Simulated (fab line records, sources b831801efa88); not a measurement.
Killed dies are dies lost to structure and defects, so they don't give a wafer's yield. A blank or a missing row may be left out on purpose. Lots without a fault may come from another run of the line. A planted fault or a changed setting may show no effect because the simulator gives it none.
Problem report in the 8D (eight disciplines) form, filled by code | flow sky130 | the parts of the form that need people (team, actions taken, sign-off) are left out

1. THE PROBLEM
heater_power_total_W at SKY_VT_ADJUST_NCORE_SOFTBAKE_03 reads a mean of 62.23 W on 4 wafers of 3 lots; wafers without a fault read 56.59 W with a standard deviation of 0.047. That is +99 or more standard deviations from the usual mean.
The step: time 60 s.
First seen on wafer L781.6, day 12 18:40, on litho_track-03. The record holds 43 wafers of 15 lots with a number at this step. Rule for "out", or "out of limits": more than 4 standard deviations from the usual mean. The other wafers with a number count as sound.

2. WHAT IT IS AND WHAT IT IS NOT
question                    | is                                 | is not
which readings at this step | heater_power_total_W, run_length_s | -
which lots                  | L781, L783, L784                   | L765, L766, L767, L769, L770, L771, L772, L773, L778, L786, L787, L788
which wafers of those lots  | L781.6, L783.2, L783.6, L784.2     | L781.4, L781.5, L784.5
read on which tools         | litho_track-03                     | litho_track-01, litho_track-02
when                        | from day 12 18:40                  | up to then (29 sound wafers); but 10 sound wafers of L784, L786, L787, L788 came after

3. SUSPECTS, AND WHAT RULES EACH OUT
Counting: a tool at a process step up to the reading stays a suspect if it ran every lot that is out. Sound lots after the first of them don't rule it out here, since some wafers of a struck lot are sound.
- litho_track-03 at SKY_VT_ADJUST_NCORE_SOFTBAKE_03 (time 60 s): kept. It ran every lot that is out, first L781 (day 12 18:40); its last sound lot up to then is L769 (day 9 06:31). Its own readings are out on those wafers: heater_power_total_W, run_length_s.
Left after counting: litho_track-03 at SKY_VT_ADJUST_NCORE_SOFTBAKE_03.

4. THE CAUSE (what the simulator had put in)
Process parameter drift: litho_track-03, from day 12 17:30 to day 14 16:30, at SKY_VT_ADJUST_NCORE_SOFTBAKE_03. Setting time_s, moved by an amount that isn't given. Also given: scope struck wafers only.
Counting left only this tool.

5. THE CHAIN OF EFFECTS, in route order
Each row: a reading whose mean over the struck wafers that have a number lies more than 3 standard deviations from the usual. Only readings for which the record gives a usual standard deviation are gone through. hours: the time from each lot's start at the first step in this table that gives one to its start at this step, as a median over the lots. sigmas: the change in usual standard deviations.
hours | step                            | reading              | usual   | on struck wafers | change | sigmas
0     | SKY_VT_ADJUST_NCORE_SOFTBAKE_03 | heater_power_total_W | 56.59 W | 62.23            | +5.64  | +99 or more
0     | SKY_VT_ADJUST_NCORE_SOFTBAKE_03 | run_length_s         | 89.02 s | 74.39            | -14.63 | -99 or more
The process steps in it:
- SKY_VT_ADJUST_NCORE_SOFTBAKE_03: time 60 s.

6. WHAT WOULD HAVE CAUGHT IT SOONER
In this record the first reading out of limits was taken at day 12 18:40, 1 hour after the fault began at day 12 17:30.
